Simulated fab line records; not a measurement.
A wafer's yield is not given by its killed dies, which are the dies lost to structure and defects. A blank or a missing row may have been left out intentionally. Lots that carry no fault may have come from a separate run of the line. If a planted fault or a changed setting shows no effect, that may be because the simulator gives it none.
fab line records + flow sky130
record
- lots=7
- wafers=21
- last_day=50
route steps=708 shown SALICIDE@361 LI_CONTACT@362 PAD_OPEN@708
lots with no fault: from the same line, run without faults
start_h: hours from the record's first day to the start of the lot's first wafer shown + wait_h: how many hours have passed since the lot's step before this one + " the same as in the row above + L1.1+2: a single row standing in for several wafers + - no value, or no start given + * or withheld: withheld + < > ~ a bound
route shown NAME@n: NAME is a module with steps in the file, n the number in the route of the first one + usual: mean and standard deviation over wafers with no fault + same: alike in all rows + chamber/n: place in a boat + sites: each site's reading + _std_site: how widely they spread, as a standard deviation + _edge_site: inner sites' mean taken away from outer sites' mean + radius_mm: for every site, how far away it sits from the centre of the wafer + mask NAME#n: copy n + behind: the tool/chamber that last shaped the wafer + hold: why the lot was held/for how many hours/how that ended + device: which transistor (n, p or np) failed to switch + end of line: at the end of the route, the tests of the same wafers + a step without rows: its recipe alone + killed: count of dies lost to structure and defects at first sort (not the wafer's yield) + map: a wafer's dies, x killed, . not, _ none there
set.NAME: the setting the step ran with; set.NAME@STEP: the setting that earlier step ran with + model.NAME: the simulator's own value behind a step, which no gauge read
a table for each step, a row for each wafer; lots at some steps of the route
services: a tool's chamber out of use, with start hour (start_h, from the record's first day; less than 0 if before it), hours out, and reason
## steps
# step SKY_SALICIDE_CLEAN_00
# recipe
- chemistry=HF-last
- time_s=30
- dilution=100:1
- dry=ipa_marangoni
# step SKY_LI_CONTACT_HDPCVD_00
# recipe
- material=PSG
- target_thk_nm=930
- sigma_open_frac=0.3
- time_s=155
- temp_c=600
- sih4_flow_sccm=60
- pressure_mtorr=6
# step SKY_LI_CONTACT_THK_MEAS_01
# recipe
- reads=PSG_of_LI_CONTACT_HDPCVD_00
# usual
- LI_CONTACT_HDPCVD_THK=930/12
| lot.wafer | tool          | chamber | start_h | wait_h | LI_CONTACT_HDPCVD_THK[nm] |
|-----------|---------------|---------|---------|--------|---------------------------|
| L984.1    | film_metro-03 | -       | 715.00  | 0.1    | 950                       |
| L984.3    | "             | -       | "       | "      | 947                       |
| L984.4    | "             | -       | "       | "      | 943                       |
| L985.1    | film_metro-01 | -       | 727.76  | 0.1    | 930                       |
| L985.3    | "             | -       | "       | "      | 932                       |
| L985.5    | "             | -       | "       | "      | 929                       |
| L990.2    | film_metro-02 | -       | 764.48  | 0.1    | 942                       |
| L990.3    | "             | -       | "       | "      | 944                       |
| L990.5    | "             | -       | "       | "      | 949                       |
| L991.4    | film_metro-02 | -       | 767.83  | 0.0    | 943                       |
| L991.5    | "             | -       | "       | "      | 930                       |
| L991.6    | "             | -       | "       | "      | 928                       |
| L992.2    | film_metro-03 | -       | 779.08  | 0.1    | 929                       |
| L992.3    | "             | -       | "       | "      | 921                       |
| L992.5    | "             | -       | "       | "      | 929                       |
| L994.2    | film_metro-03 | -       | 788.11  | 0.1    | 938                       |
| L994.4    | "             | -       | "       | "      | 923                       |
| L994.5    | "             | -       | "       | "      | 924                       |
| L999.1    | film_metro-01 | -       | 828.51  | 0.1    | 949                       |
| L999.5    | "             | -       | "       | "      | 937                       |
| L999.6    | "             | -       | "       | "      | 925                       |
# step SKY_LI_CONTACT_CMP_02
# recipe
- material=PSG
- down_force_psi=4
- platen_rpm=60
- pad_velocity_m_s=0.94248
# usual
- motor_current_A=11.7/1.1
- retaining_ring_pressure_frac=1.000/0.0051
- time_to_endpoint_s=33/3.3
| lot.wafer | tool   | chamber | start_h | wait_h | motor_current_A | retaining_ring_pressure_frac | time_to_endpoint_s |
|-----------|--------|---------|---------|--------|-----------------|------------------------------|--------------------|
| L984.4    | cmp-02 | 0       | 715.06  | 0.0    | 12.0            | 0.998                        | 33                 |
| L984.3    | "      | 1       | "       | "      | 11.8            | 1.000                        | 32                 |
| L984.1    | "      | 2       | "       | "      | 9.9             | 0.991                        | 38                 |
| L985.3    | cmp-02 | 1       | 727.87  | 0.1    | 12.8            | 1.007                        | 31                 |
| L985.1    | "      | 2       | "       | "      | 9.3             | 1.003                        | 40                 |
| L985.5    | "      | 0       | "       | "      | 13.3            | 1.002                        | 32                 |
| L990.2    | cmp-01 | 3       | 764.58  | 0.1    | 10.3            | 1.002                        | 31                 |
| L990.3    | "      | 1       | "       | "      | 11.9            | 0.998                        | 37                 |
| L990.5    | "      | 3       | "       | "      | 10.6            | 1.003                        | 35                 |
| L991.4    | cmp-01 | 2       | 767.91  | 0.1    | 11.0            | 1.000                        | 36                 |
| L991.6    | "      | 1       | "       | "      | 12.2            | 1.006                        | 35                 |
| L991.5    | "      | 2       | "       | "      | 11.1            | 1.002                        | 33                 |
| L992.3    | cmp-01 | 2       | 779.13  | 0.0    | 11.7            | 1.001                        | 35                 |
| L992.2    | "      | 1       | "       | "      | 12.5            | 1.006                        | 38                 |
| L992.5    | "      | 3       | "       | "      | 11.1            | 0.994                        | 32                 |
| L994.4    | cmp-01 | 2       | 788.26  | 0.1    | 12.0            | 0.997                        | 35                 |
| L994.2    | "      | 1       | "       | "      | 12.1            | 0.993                        | 38                 |
| L994.5    | "      | 2       | "       | "      | 11.2            | 0.998                        | 37                 |
| L999.1    | cmp-01 | 2       | 828.67  | 0.1    | 11.1            | 0.997                        | 37                 |
| L999.5    | "      | 0       | "       | "      | 13.2            | 1.000                        | 34                 |
| L999.6    | "      | 1       | "       | "      | 11.8            | 0.999                        | 35                 |
# step SKY_LI_CONTACT_BOW_MEAS_03
# recipe
- mode=bow
# usual
- LI_CONTACT_BOW=55/6.8
| lot.wafer | tool          | chamber | start_h | wait_h | LI_CONTACT_BOW[um] |
|-----------|---------------|---------|---------|--------|--------------------|
| L984.1    | film_metro-03 | -       | 715.36  | 0.1    | 59                 |
| L984.3    | "             | -       | "       | "      | 62                 |
| L984.4    | "             | -       | "       | "      | 43                 |
| L985.1    | film_metro-01 | -       | 728.12  | 0.1    | 54                 |
| L985.3    | "             | -       | "       | "      | 54                 |
| L985.5    | "             | -       | "       | "      | 53                 |
| L990.2    | film_metro-01 | -       | 764.85  | 0.2    | 45                 |
| L990.3    | "             | -       | "       | "      | 48                 |
| L990.5    | "             | -       | "       | "      | 42                 |
| L991.4    | film_metro-03 | -       | 768.22  | 0.3    | 51                 |
| L991.5    | "             | -       | "       | "      | 61                 |
| L991.6    | "             | -       | "       | "      | 62                 |
| L992.2    | film_metro-01 | -       | 779.45  | 0.1    | 51                 |
| L992.3    | "             | -       | "       | "      | 62                 |
| L992.5    | "             | -       | "       | "      | 62                 |
| L994.2    | film_metro-02 | -       | 788.58  | 0.1    | 48                 |
| L994.4    | "             | -       | "       | "      | 52                 |
| L994.5    | "             | -       | "       | "      | 45                 |
| L999.1    | film_metro-02 | -       | 828.87  | 0.1    | 49                 |
| L999.5    | "             | -       | "       | "      | 55                 |
| L999.6    | "             | -       | "       | "      | 63                 |
# step SKY_LI_CONTACT_DEHYDRATE_04
# recipe
- temp_c=200
- time_s=60
# step SKY_LI_CONTACT_HMDS_05
# recipe
- prime_time_s=60
- prime_temp_c=120
# step SKY_LI_CONTACT_COAT_06
# recipe
- resist=BARC
- temp_c=withheld
- time_s=withheld
- spin_rpm=3000
- resist_thk_nm=60
# step SKY_LI_CONTACT_COAT_07
# recipe
- resist=KrF-thick
- spin_rpm=3000
- resist_thk_nm=450
# step SKY_LI_CONTACT_SOFTBAKE_08
# recipe
- temp_c=100
- time_s=90
- resist=KrF-thick
# step SKY_LI_CONTACT_EXPOSE_09
# recipe
- mask_id=LICM1
- na=0.8
- source_shape=annular
- sigma_inner=0.55
- sigma_outer=0.85
- target_cd_nm=170
- dose_mj=38
# step SKY_LI_CONTACT_PEB_10
# recipe
- peb_temp_c=withheld
- peb_time_s=withheld
- resist=KrF-thick
# step SKY_LI_CONTACT_DEVELOP_11
# recipe
- develop_time_s=60
- resist=KrF-thick
- dev_temp_c=21
# usual
- developer_temp_C=21.01/0.094
| lot.wafer | tool           | chamber | start_h | wait_h | developer_temp_C |
|-----------|----------------|---------|---------|--------|------------------|
| L984.1    | litho_track-03 | 0       | 742     | -      | 20.89            |
| L984.3    | "              | 0       | "       | "      | 21.06            |
| L984.4    | "              | 0       | "       | "      | 20.94            |
| L985.1    | litho_track-02 | 0       | 755     | -      | 20.88            |
| L985.3    | "              | 0       | "       | "      | 21.00            |
| L985.5    | "              | 0       | "       | "      | 21.11            |
| L990.2    | litho_track-02 | 0       | 791     | -      | 23.01            |
| L990.3    | "              | 0       | "       | "      | 23.20            |
| L990.5    | "              | 0       | "       | "      | 23.10            |
| L991.4    | litho_track-03 | 0       | 794     | -      | 21.01            |
| L991.5    | "              | 0       | "       | "      | 20.91            |
| L991.6    | "              | 0       | "       | "      | 20.89            |
| L992.2    | litho_track-02 | 0       | 805     | -      | 23.12            |
| L992.3    | "              | 0       | "       | "      | 23.18            |
| L992.5    | "              | 0       | "       | "      | 23.10            |
| L994.2    | litho_track-02 | 0       | 814     | -      | 23.16            |
| L994.4    | "              | 0       | "       | "      | 23.17            |
| L994.5    | "              | 0       | "       | "      | 23.10            |
| L999.1    | litho_track-03 | 0       | 856     | -      | 20.99            |
| L999.5    | "              | 0       | "       | "      | 21.12            |
| L999.6    | "              | 0       | "       | "      | 21.14            |
# step SKY_LI_CONTACT_CD_MEAS_12
# recipe
- target_cd_nm=170
# usual
- cd_nm=170.6/1.5
| lot.wafer | tool      | chamber | start_h | wait_h | cd_nm |
|-----------|-----------|---------|---------|--------|-------|
| L984.1    | cd_sem-02 | -       | 742.67  | -      | 172.8 |
| L984.3    | "         | -       | "       | "      | 172.3 |
| L984.4    | "         | -       | "       | "      | 172.9 |
| L985.1    | cd_sem-02 | -       | 755.45  | -      | 170.0 |
| L985.3    | "         | -       | "       | "      | 171.7 |
| L985.5    | "         | -       | "       | "      | 172.2 |
| L990.2    | cd_sem-01 | -       | 791.92  | -      | 174.7 |
| L990.3    | "         | -       | "       | "      | 175.6 |
| L990.5    | "         | -       | "       | "      | 175.2 |
| L991.4    | cd_sem-02 | -       | 794.74  | -      | 169.2 |
| L991.5    | "         | -       | "       | "      | 169.4 |
| L991.6    | "         | -       | "       | "      | 169.6 |
| L992.2    | cd_sem-01 | -       | 805.47  | -      | 173.6 |
| L992.3    | "         | -       | "       | "      | 172.0 |
| L992.5    | "         | -       | "       | "      | 172.3 |
| L994.2    | cd_sem-02 | -       | 814.77  | -      | 172.5 |
| L994.4    | "         | -       | "       | "      | 174.2 |
| L994.5    | "         | -       | "       | "      | 173.9 |
| L999.1    | cd_sem-02 | -       | 856.23  | -      | 172.7 |
| L999.5    | "         | -       | "       | "      | 171.7 |
| L999.6    | "         | -       | "       | "      | 171.6 |
# step SKY_PAD_OPEN_PROBE_99
# usual
- killed_at_M0_to_M3=44/7.3
- killed_at_M4_up=3.5/1.8
- killed_at_contacts=24/5.8
- killed_at_front_end=16/4.3
- killed_at_other=0.5/0.68
- killed_dies=88/9.4
- killed_open=48/6.8
- killed_short=40/6.1
# same
- gross_dies=492
- killed_at_back_side=0
| lot.wafer | tool      | chamber | start_h | wait_h | killed_at_M0_to_M3 | killed_at_M4_up | killed_at_contacts | killed_at_front_end | killed_at_other | killed_dies | killed_open | killed_short |
|-----------|-----------|---------|---------|--------|--------------------|-----------------|--------------------|---------------------|-----------------|-------------|-------------|--------------|
| L990.3    | prober-02 | -       | 1162.54 | 0.2    | 33                 | 2               | 20                 | 21                  | 0               | 76          | 48          | 28           |
| L991.4    | prober-01 | -       | 1164.36 | 0.2    | 46                 | 6               | 28                 | 25                  | 1               | 106         | 55          | 51           |
| L991.5    | prober-01 | -       | 1164.41 | 0.2    | 47                 | 2               | 22                 | 16                  | 1               | 88          | 52          | 36           |
| L991.6    | prober-01 | -       | 1164.46 | 0.2    | 48                 | 1               | 14                 | 8                   | 0               | 71          | 29          | 42           |
| L992.2    | prober-02 | -       | 1170.30 | 0.1    | 45                 | 6               | 32                 | 12                  | 1               | 96          | 53          | 42           |
| L992.3    | prober-02 | -       | 1170.35 | 0.2    | 38                 | 2               | 14                 | 17                  | 1               | 72          | 38          | 33           |
| L992.5    | prober-02 | -       | 1170.45 | 0.2    | 37                 | 5               | 33                 | 14                  | 1               | 90          | 37          | 53           |
| L994.2    | prober-01 | -       | 1174.12 | 0.1    | 44                 | 4               | 24                 | 17                  | 0               | 89          | 50          | 38           |
| L994.4    | prober-01 | -       | 1174.22 | 0.2    | 48                 | 5               | 24                 | 17                  | 1               | 95          | 47          | 47           |
| L994.5    | prober-01 | -       | 1174.27 | 0.2    | 41                 | 2               | 27                 | 13                  | 0               | 83          | 37          | 46           |
| L999.1    | prober-01 | -       | 1198.42 | 0.1    | 38                 | 4               | 21                 | 23                  | 1               | 87          | 51          | 36           |
| L999.5    | prober-01 | -       | 1198.62 | 0.2    | 37                 | 5               | 26                 | 17                  | 0               | 85          | 50          | 35           |
| L999.6    | prober-01 | -       | 1198.67 | 0.2    | 34                 | 1               | 26                 | 17                  | 0               | 78          | 48          | 30           |
# killed by level:class
L990.3 VIA1:geometric_particle:open=10 POLY_GATE:geometric_particle:open=8 LI_CONTACT:geometric_particle:open=8 FIELD_ISO:geometric_particle:short=7 VIA3:geometric_particle:open=7 CONTACT:geometric_particle:open=5 CONTACT:geometric_particle:short=4 METAL1:geometric_particle:short=4
L991.4 VIA1:geometric_particle:open=13 CONTACT:geometric_particle:open=11 FIELD_ISO:geometric_particle:short=8 LI_CONTACT:geometric_particle:open=7 METAL1:geometric_particle:short=7 CONTACT:geometric_particle:short=6 POLY_GATE:geometric_particle:short=5 METAL2:geometric_particle:short=5
L991.5 VIA1:geometric_particle:open=9 LI_CONTACT:geometric_particle:open=8 VIA2:geometric_particle:open=8 METAL1:geometric_particle:short=7 VIA3:geometric_particle:open=7 FIELD_ISO:geometric_particle:open=6 METAL2:geometric_particle:short=5 POLY_GATE:geometric_particle:short=4
L991.6 VIA1:geometric_particle:open=11 VIA1:geometric_particle:short=8 METAL1:geometric_particle:short=8 METAL2:geometric_particle:short=6 CONTACT:geometric_particle:open=5 VIA2:geometric_particle:short=5 FIELD_ISO:geometric_particle:open=3 LOCAL_INTERCONNECT:geometric_particle:short=3
L992.2 CONTACT:geometric_particle:open=12 VIA1:geometric_particle:open=10 CONTACT:geometric_particle:short=8 VIA3:geometric_particle:open=7 LI_CONTACT:geometric_particle:open=6 METAL2:geometric_particle:short=6 VIA2:geometric_particle:open=6 POLY_GATE:geometric_particle:short=5
L992.3 VIA3:geometric_particle:open=8 CONTACT:geometric_particle:open=7 VIA1:geometric_particle:open=7 FIELD_ISO:geometric_particle:short=5 FIELD_ISO:geometric_particle:open=5 VIA2:geometric_particle:open=5 CONTACT:geometric_particle:short=4 METAL1:geometric_particle:short=4
L992.5 CONTACT:geometric_particle:short=12 CONTACT:geometric_particle:open=9 VIA1:geometric_particle:open=8 VIA2:geometric_particle:open=6 FIELD_ISO:geometric_particle:short=5 METAL1:geometric_particle:short=5 LI_CONTACT:geometric_particle:open=5 LOCAL_INTERCONNECT:geometric_particle:short=4
L994.2 VIA1:geometric_particle:open=10 VIA2:geometric_particle:open=8 CONTACT:geometric_particle:open=7 FIELD_ISO:geometric_particle:open=6 FIELD_ISO:geometric_particle:short=5 LI_CONTACT:geometric_particle:short=5 METAL2:geometric_particle:short=5 VIA3:geometric_particle:open=5
L994.4 VIA1:geometric_particle:open=12 METAL1:geometric_particle:short=7 CONTACT:geometric_particle:open=7 VIA1:geometric_particle:short=7 LI_CONTACT:geometric_particle:open=6 CONTACT:geometric_particle:short=6 VIA2:geometric_particle:open=5 METAL2:geometric_particle:short=5
L994.5 CONTACT:geometric_particle:open=10 METAL2:geometric_particle:short=8 VIA3:geometric_particle:open=7 VIA1:geometric_particle:short=6 CONTACT:geometric_particle:short=6 LI_CONTACT:geometric_particle:open=6 VIA1:geometric_particle:open=6 LOCAL_INTERCONNECT:geometric_particle:short=5
L999.1 VIA1:geometric_particle:open=9 CONTACT:geometric_particle:open=8 FIELD_ISO:geometric_particle:open=7 LI_CONTACT:geometric_particle:open=7 POLY_GATE:geometric_particle:short=7 VIA2:geometric_particle:open=6 VIA3:geometric_particle:open=4 FIELD_ISO:geometric_particle:short=3
L999.5 CONTACT:geometric_particle:open=9 LI_CONTACT:geometric_particle:open=8 VIA1:geometric_particle:open=7 FIELD_ISO:geometric_particle:short=6 VIA2:geometric_particle:open=6 VIA3:geometric_particle:open=6 METAL1:geometric_particle:short=5 POLY_GATE:geometric_particle:open=4
L999.6 CONTACT:geometric_particle:open=9 VIA1:geometric_particle:open=8 FIELD_ISO:geometric_particle:open=7 LI_CONTACT:geometric_particle:open=6 VIA3:geometric_particle:open=6 METAL2:geometric_particle:short=5 VIA2:geometric_particle:open=5 LI_CONTACT:geometric_particle:short=4
## services
| tool   | chamber | start_h | hours | kind                           |
|--------|---------|---------|-------|--------------------------------|
| cmp-02 | -       | 719.57  | 6.6   | pm                             |
| cmp-01 | -       | 744.02  | 4.0   | pm                             |
| cmp-01 | -       | 748.02  | -     | consumable_replace:conditioner |
| cmp-01 | -       | 748.02  | -     | consumable_replace:pad         |
| cmp-02 | -       | 753.16  | 0.5   | repair                         |
| cmp-02 | -       | 754.38  | 1.3   | repair                         |
| cmp-02 | -       | 756.85  | 4.5   | repair                         |
| cmp-01 | -       | 783.15  | 0.3   | repair                         |
| cmp-02 | -       | 843.37  | 5.6   | repair                         |
## key
first_sign
- step=SKY_LI_CONTACT_DEVELOP_11
- reading=developer_temp_C
- direction=up
- sigmas=23
- usual=*
- struck=*
effect
- step=SKY_LI_CONTACT_CD_MEAS_12
- reading=cd_nm
- direction=up
- sigmas=2.1
- usual=170.6
- struck=173.8
- through=control_loop
met_at SKY_LI_CONTACT_DEVELOP_11
struck_wafers L990.2,L990.3,L990.5,L992.2,L992.3,L992.5,L994.2,L994.4,L994.5
tester_left_out L990,L992,L994
loop_trim
- step=SKY_LI_CONTACT_EXPOSE_09
- setting=dose
- lots=L994
onset_between 755 791
fault
- kind=process_parameter_drift
- tool=litho_track-02
- chamber=-
- onset_h=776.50
- steps=SKY_LI_CONTACT_DEVELOP_11
- channel=dev_temp_c
- offset=*
- shape=step
- end_h=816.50
- acts_in=*
- stated=*
# tester_left_out: of these lots the tester's yield and bins aren't shown, on N5 and GAA mostly nor the transistor test; their killed dies are dies lost to structure and defects alone, not to doping, threshold or leakage, so they don't give the yield
# loop_trim: a control loop set the setting to another value than it would have without faults
